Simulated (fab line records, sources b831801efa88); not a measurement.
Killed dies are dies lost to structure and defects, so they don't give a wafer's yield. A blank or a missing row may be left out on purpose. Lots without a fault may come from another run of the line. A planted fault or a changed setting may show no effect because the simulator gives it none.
fab line records | flow sfq_line
record lots=5 wafers=15 last_day=86
route steps=325 shown M1@72 I1@73
lots that met no fault: from a run of the same line without faults
start_h: hours from the record's first day to the start of the lot's first wafer shown | wait_h: hours since the lot's step before | " the same as in the row above | L1.1+2: a row that stands for several wafers | - no value, or no start given | * or withheld: withheld | < > ~ a bound
route shown NAME@n: a module of which the file shows steps, and the number in the route of the first | usual: mean/standard deviation of fault-free wafers | same: alike in all rows | chamber/n: place in a boat | sites: the reading at each site | _std_site: their standard deviation | _edge_site: outer sites' mean less inner sites' | radius_mm: how far each site lies from the wafer's centre | mask NAME#n: copy n | behind: the tool/chamber that last shaped the wafer | hold: why the lot was held/for how many hours/how that ended | device: the transistor (n, p or np) that didn't switch | end of line: the same wafers' tests at the end of the route | a step without rows: its recipe alone | killed: dies lost to structure and defects at the first sort, not the wafer's yield | map: a wafer's dies, x killed, . not, _ none there
set.NAME: the setting as run; set.NAME@STEP: as run at that earlier step | model.NAME: the simulator's own value behind a step, which no gauge read
lots at some steps of the route; a table a step, a row a wafer
services: from which hour (start_h, from the record's first day; less than 0 if before it) a tool's chamber was out of use, for how many hours, and why
## steps
# step SFQ_TRILAYER_M1_STRIP_SOLV_CLEAN_044
# recipe chemistry=NMP temp_c=70 time_s=600
# step SFQ_TRILAYER_I1_DEP_PECVD_045
# recipe material=SiO2 temp_c=150 time_s=111.11 pressure_torr=2.4 rf_w=183.3 precursor=SiH4/N2O target_thk_nm=500
# usual heater_power_w=81/12 showerhead_vpp_V=843/50 throttle_valve_pct=23.9/1.3
# columns lot.wafer tool chamber start_h wait_h heater_power_w showerhead_vpp_V throttle_valve_pct
L777.1 pecvd-01 2 244.52 0.0 97 818 23.2
L777.2 " 0 " " 86 866 20.3
L777.5 " 1 " " 80 809 23.1
L782.3 pecvd-01 2 541.86 0.0 96 811 24.1
L782.4 " 1 " " 72 819 23.4
L782.5 " 0 " " 68 859 21.4
L788.2 pecvd-01 1 641.91 0.0 81 818 23.4
L788.3 " 0 " " 73 876 21.9
L788.5 " 0 " " 77 866 21.7
L791.1 pecvd-03 0 661.11 0.0 93 851 24.2
L791.4 " 0 " " 75 847 24.3
L791.5 " 2 " " 84 804 26.5
L797.2 pecvd-01 0 676.71 0.0 74 875 21.8
L797.5 " 2 " " 94 820 24.5
L797.6 " 1 " " 86 815 23.4
# step SFQ_TRILAYER_I1_CMP_CMP_046
# recipe material=SiO2 down_force_psi=3 platen_rpm=60 pad_velocity_m_s=0.94248
# usual motor_current_A=10.4/1.2 time_to_endpoint_s=212/6.9
# columns lot.wafer tool chamber start_h wait_h motor_current_A time_to_endpoint_s
L777.1 cmp-01 3 246.15 1.6 10.3 208
L777.2 " 2 247.65 3.1 7.5 211
L777.5 " 3 " " 11.0 219
L782.3 cmp-02 0 541.94 0.0 10.4 207
L782.4 " 2 542.94 1.0 10.2 216
L782.5 " 1 544.44 2.5 10.8 219
L788.3 cmp-01 2 641.98 0.0 8.0 211
L788.2 " 1 643.48 1.5 10.3 211
L788.5 " 3 644.48 2.5 11.0 219
L791.4 cmp-01 2 661.18 0.0 8.3 218
L791.1 " 0 662.18 1.0 11.2 209
L791.5 " 2 663.18 2.0 8.3 217
L797.2 cmp-01 2 676.78 0.0 8.2 204
L797.6 " 2 678.78 2.0 8.0 213
L797.5 " 3 " " 10.6 205
# step SFQ_I1_BOW_MEAS_912
# recipe mode=bow
# usual I1_BOW=0/8.8
# columns lot.wafer tool chamber start_h wait_h I1_BOW[um]
L777.1 film_metro-04 - 249.15 2.5 11
L777.2 " - " " 0
L777.5 " - " " 10
L782.3 film_metro-04 - 544.98 2.5 -8
L782.4 " - " " -16
L782.5 " - " " -15
L788.2 film_metro-01 - 645.00 1.0 -1
L788.3 " - " " -1
L788.5 " - " " -5
L791.1 film_metro-03 - 664.18 1.5 -4
L791.4 " - " " -3
L791.5 " - " " 9
L797.2 film_metro-04 - 679.80 2.5 -11
L797.5 " - " " -3
L797.6 " - " " -11
# step SFQ_TRILAYER_I1_METRO_MEASURE_047
# usual thk_nm=199.6/0.99
# columns lot.wafer tool chamber start_h wait_h thk_nm
L777.1 film_metro-04 - 249.27 0.1 199.2
L777.2 " - " " 200.5
L777.5 " - " " 199.5
L782.3 film_metro-04 - 545.46 0.5 200.6
L782.4 " - " " 202.1
L782.5 " - " " 201.1
L788.2 film_metro-01 - 645.30 0.3 200.8
L788.3 " - " " 199.6
L788.5 " - " " 199.4
L791.1 film_metro-03 - 664.30 0.1 200.6
L791.4 " - " " 199.0
L791.5 " - " " 200.5
L797.2 film_metro-04 - 680.10 0.3 199.2
L797.5 " - " " 198.2
L797.6 " - " " 198.7
# step SFQ_TRILAYER_I1_VIA_LITHO_COAT_054
# recipe resist=BARC spin_rpm=2975 resist_thk_nm=62
# step SFQ_TRILAYER_I1_VIA_LITHO_COAT_049
# recipe resist=KrF spin_rpm=3000 resist_thk_nm=650
# step SFQ_TRILAYER_I1_VIA_LITHO_SOFTBAKE_053
# recipe temp_c=withheld time_s=withheld resist=KrF
# step SFQ_TRILAYER_I1_VIA_LITHO_EXPOSE_050
# recipe mask_id=I1 na=0.6 source_shape=conventional sigma_outer=0.65 target_cd_nm=500 dose_mj=21.3
# step SFQ_TRILAYER_I1_VIA_LITHO_PEB_052
# recipe peb_temp_c=115 peb_time_s=60 resist=KrF
# step SFQ_TRILAYER_I1_VIA_LITHO_DEVELOP_051
# recipe time_s=60 resist=KrF
# step SFQ_I1_OVL_MEAS_913
# usual I1_OVL=0/6.5
# columns lot.wafer tool chamber start_h wait_h I1_OVL[nm]
L777.1 overlay-02 - 277.42 0.1 6
L777.2 " - " " 8
L777.5 " - " " 8
L782.3 overlay-01 - 709.45 0.1 6
L782.4 " - " " 8
L782.5 " - " " 2
L788.2 overlay-01 - 796.84 0.1 -7
L788.3 " - " " -5
L788.5 " - " " -12
L791.1 overlay-01 - 823.23 0.1 2
L791.4 " - " " 11
L791.5 " - " " 3
L797.2 overlay-02 - 836.44 0.1 3
L797.5 " - " " 10
L797.6 " - " " 5
# step SFQ_TRILAYER_I1_VIA_BARC_OPEN_VIA_ETCH_071
# recipe mask_material=PR chemistry=O2 target_depth_nm=125 target=BARC source_w=500 bias_w=80 pressure_mtorr=30 time_s=41.7
# usual chamber_pressure_mTorr=30.003/0.029 drypump_motor_current_A=5.8/0.41 oes_product_au=0.687/0.0044 run_length_s=70.0/0.37
# columns lot.wafer tool chamber start_h wait_h chamber_pressure_mTorr drypump_motor_current_A oes_product_au rf_hours_counter_h run_length_s model.KrF_of_TRILAYER_I1_VIA_LITHO_COAT_049.thk_nm
L777.1 rie_diel-02 0 277.45 0.0 29.994 5.9 0.680 47 71.0 573.6
L777.2 " 2 " " 29.963 5.0 0.691 57 69.9 572.9
L777.5 " 3 " " 30.052 5.6 0.695 - 69.8 573.9
L782.3 rie_diel-04 2 709.47 0.0 30.012 6.0 0.691 2 70.5 575.2
L782.4 " 0 " " 29.987 6.2 0.684 32 69.3 576.1
L782.5 " 2 " " 30.025 6.0 0.684 - 70.3 575.7
L788.2 rie_diel-04 3 796.87 0.0 30.004 5.9 0.685 4 70.6 572.5
L788.3 " 1 " " 29.976 5.5 0.694 2 69.7 569.3
L788.5 " 0 " " 29.989 6.2 0.820 - 60.4 581
L791.1 rie_diel-02 3 823.27 0.0 30.024 5.6 0.685 11 70.1 573
L791.4 " 1 " " 30.003 6.4 0.686 7 69.5 573.4
L791.5 " 3 " " 30.002 5.6 0.691 - 70.2 571.2
L797.2 rie_diel-03 2 836.47 0.0 30.019 5.8 0.685 24 69.8 572.1
L797.5 " 1 " " 30.032 6.2 0.688 - 69.9 572.4
L797.6 " 2 " " 30.019 5.8 0.686 - 69.9 572.5
# step SFQ_TRILAYER_I1_VIA_ETCH_VIA_ETCH_052
# recipe target=SiO2 stop_on=Nb mask_material=PR taper_deg=20 chemistry=CHF3 target_depth_nm=260 source_w=500 bias_w=80 pressure_mtorr=30 time_s=withheld
# usual chamber_pressure_mTorr=29.998/0.028 drypump_motor_current_A=5.8/0.41 oes_product_au=0.853/0.0048
# columns lot.wafer tool chamber start_h wait_h chamber_pressure_mTorr drypump_motor_current_A oes_product_au model.KrF_of_TRILAYER_I1_VIA_LITHO_COAT_049.thk_nm
L777.1 rie_diel-02 0 277.49 0.0 30.005 5.9 0.855 528.4
L777.2 " 2 " " 29.997 5.0 0.849 528.5
L777.5 " 3 " " 29.983 5.6 0.856 529.5
L782.3 rie_diel-04 2 709.51 0.0 30.043 6.0 0.855 530.1
L782.4 " 0 " " 29.943 6.2 0.861 531.6
L782.5 " 2 " " 29.951 6.0 0.848 530.6
L788.2 rie_diel-04 3 796.91 0.0 29.964 5.9 0.858 527.9
L788.3 " 1 " " 29.950 5.5 0.853 524.2
L788.5 " 0 " " 29.987 6.2 0.854 536.4
L791.1 rie_diel-02 3 823.31 0.0 29.974 5.6 0.854 528.6
L791.4 " 1 " " 30.011 6.4 0.855 528.9
L791.5 " 3 " " 29.999 5.6 0.856 526.8
L797.2 rie_diel-03 2 836.51 0.0 30.032 5.9 0.853 528
L797.5 " 1 " " 30.050 6.2 0.848 528.3
L797.6 " 2 " " 29.996 5.8 0.849 528.2
# step SFQ_TRILAYER_I1_VIA_STRIP_STRIP_053
# recipe gas=O2 power_w=200 platen_temp_c=40 overash_fraction=0.65 chemistry=O2 pressure_mtorr=50
# usual chamber_pressure_mTorr=50.00/0.043 drypump_motor_current_A=5.8/0.64 oes_product_au=0.998/0.0069
# columns lot.wafer tool chamber start_h wait_h chamber_pressure_mTorr drypump_motor_current_A oes_product_au rf_hours_counter_h
L777.1 rie_metal-04 1 277.61 - 49.97 5.8 1.006 32
L777.2 " 0 " " 49.96 4.8 0.999 37
L777.5 " 0 " " 50.03 4.8 1.001 -
L782.3 rie_metal-04 0 709.82 - 50.02 4.8 1.004 -
L782.4 " 1 " " 49.99 5.8 0.991 -
L782.5 " 0 " " 50.01 4.8 1.004 -
L788.2 rie_metal-03 0 797.03 - 50.06 6.6 0.997 36
L788.3 " 1 " " 50.00 6.1 0.999 -
L788.5 " 0 " " 50.04 6.6 1.002 -
L791.1 rie_metal-04 1 823.42 - 50.00 5.8 1.015 105
L791.4 " 1 " " 49.95 5.8 1.001 -
L791.5 " 0 " " 49.97 4.8 1.016 -
L797.2 rie_metal-03 1 836.62 - 50.01 6.1 0.994 54
L797.5 " 0 " " 50.11 6.6 1.003 -
L797.6 " 1 " " 50.05 6.1 0.990 -
## services
# columns tool chamber start_h hours kind
rie_diel-04 - 222.04 1.0 repair
cmp-01 - 224.15 0.5 repair
rie_diel-04 0 247.23 18.1 repair
cmp-01 - 283.61 0.5 repair
pecvd-01 - 291.15 3.3 repair
rie_diel-02 - 309.76 0.8 repair
rie_diel-02 1 315.85 5.1 repair
rie_diel-04 - 358.48 2.1 repair
rie_diel-04 2 364.46 5.5 repair
rie_diel-02 - 368.94 2.8 pm
rie_diel-04 2 399.77 2.7 repair
rie_diel-04 0 399.87 29.5 repair
pecvd-01 - 404.05 2.8 pm
cmp-01 - 409.24 4.0 pm
rie_diel-04 - 449.61 0.2 repair
cmp-01 - 466.80 2.9 repair
cmp-01 - 472.71 3.1 pm
pecvd-01 - 478.29 0.6 repair
rie_diel-04 - 506.95 0.3 repair
cmp-01 - 513.13 3.8 repair
cmp-01 - 558.27 8.5 repair
cmp-01 - 582.92 14.5 pm
cmp-01 - 597.45 5.2 pm
rie_diel-02 0 667.67 6.0 repair
## key
first_sign step=SFQ_TRILAYER_I1_VIA_BARC_OPEN_VIA_ETCH_071 reading=oes_product_au direction=up sigmas=30 usual=0.687 struck=0.820
effect step=SFQ_TRILAYER_I1_VIA_BARC_OPEN_VIA_ETCH_071 reading=run_length_s direction=down sigmas=26 usual=* struck=*
model_effect step=SFQ_TRILAYER_I1_VIA_BARC_OPEN_VIA_ETCH_071 value=KrF_of_TRILAYER_I1_VIA_LITHO_COAT_049.thk_nm without=570 struck=581
model_effect step=SFQ_TRILAYER_I1_VIA_ETCH_VIA_ETCH_052 value=KrF_of_TRILAYER_I1_VIA_LITHO_COAT_049.thk_nm without=525.3 struck=536.4
met_at SFQ_TRILAYER_I1_VIA_BARC_OPEN_VIA_ETCH_071
struck_wafers L788.5
onset_between 709.47 796.87
fault kind=process_parameter_drift tool=rie_diel-04 chamber=0 onset_h=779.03 steps=SFQ_TRILAYER_I1_VIA_BARC_OPEN_VIA_ETCH_071 channel=time_s offset=* shape=step end_h=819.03 acts_in=* stated=*
